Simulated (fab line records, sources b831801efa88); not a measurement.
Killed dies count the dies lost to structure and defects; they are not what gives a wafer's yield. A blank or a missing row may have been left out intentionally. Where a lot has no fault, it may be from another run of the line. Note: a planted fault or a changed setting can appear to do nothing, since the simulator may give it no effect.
One fault seen from 2 desks | flow sky130 | each desk has only its own numbers; what lay behind them comes last

== DESK OF THE TOOL OWNER: implanter-03 ==
SKY_VT_ADJUST_LVTN_IMPLANT_19, tool's own readings: per-lot mean of the sampled wafers with a number, covering each lot this tool ran. Marked OUT: a lot whose mean sits more than 4 standard deviations from the usual mean, which makes it out of limits; the brackets give that distance.
Columns: A = dose-ions-cm2 at SKY_VT_ADJUST_LVTN_IMPLANT_19, usual 6.502e+11; B = faraday-current-uA at SKY_VT_ADJUST_LVTN_IMPLANT_19, usual 3.68
lot  | first seen here | A                           | B
L699 | day 8 10:39     | 6.499e+11                   | 3.61
L700 | day 8 16:46     | 6.502e+11                   | 3.65
L709 | day 11 03:49    | 6.497e+11                   | 3.67
L710 | day 11 11:37    | 6.497e+11                   | 3.66
L711 | day 12 01:21    | 8.118e+11 (+99 or more) OUT | 4.69 (+13) OUT
L712 | day 12 20:52    | 8.128e+11 (+99 or more) OUT | 4.60 (+12) OUT
This desk finds L711, L712 out of limits, L711 being first, at day 12 01:21 (dose-ions-cm2 at SKY_VT_ADJUST_LVTN_IMPLANT_19). Within limits: L699, L700, L709, L710.

== METROLOGY DESK ==
Means of the sampled wafers that have a number, per lot and without regard to the tool the lot ran on: this is what the gauges read. Marked OUT: a lot whose mean sits more than 4 standard deviations from the usual mean, which makes it out of limits; the brackets give that distance.
Columns: A = NWELL_01_OVL at SKY_NWELL_OVL_MEAS_23, usual 1.1 nm; B = VT_ADJUST_LVTN_2_TW at SKY_VT_ADJUST_LVTN_TW_MEAS_21, usual 188.5
lot  | first seen here | A   | B
L699 | day 6 01:05     | 0.9 | 190.8
L700 | day 6 07:19     | 0.6 | 189.2
L701 | day 6 15:17     | 1.2 | 189.0
L706 | day 7 17:05     | 0.1 | 190.0
L705 | day 7 17:59     | 1.3 | 189.6
L709 | day 8 09:08     | 0.8 | 189.2
L710 | day 8 14:55     | 0.7 | 184.8
L711 | day 9 02:49     | 1.6 | 200.5 (+5.2) OUT
L712 | day 9 20:23     | 0.8 | 197.4
L717 | day 10 19:53    | 2.3 | 192.0
L716 | day 10 20:13    | 1.5 | 192.5
L718 | day 11 05:25    | 2.2 | 189.8
This desk's result: L711 out of limits, first on L711 (VT_ADJUST_LVTN_2_TW at SKY_VT_ADJUST_LVTN_TW_MEAS_21), day 12 01:36. Within limits: L699, L700, L701, L706, L705, L709, L710, L712, L717, L716, L718.

== TAKEN TOGETHER ==
An alarm could have come from the tool owner's desk at day 12 01:21, on L711, L712.
Metrology desk: alarm possible at day 12 01:36 on L711.
The metrology desk has L712 on record, within its limits.
Every lot named ran SKY_VT_ADJUST_LVTN_IMPLANT_19 on implanter-03.

== WHAT THE SIMULATOR PUT IN ==
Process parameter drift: implanter-03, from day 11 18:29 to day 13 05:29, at SKY_VT_ADJUST_LVTN_IMPLANT_19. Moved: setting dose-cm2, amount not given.
Shown lots that were struck: L711, L712.
Delay (hours) between the fault's onset and each desk's first out-of-limits reading: 7 at the tool owner's desk, 7 at the metrology desk.
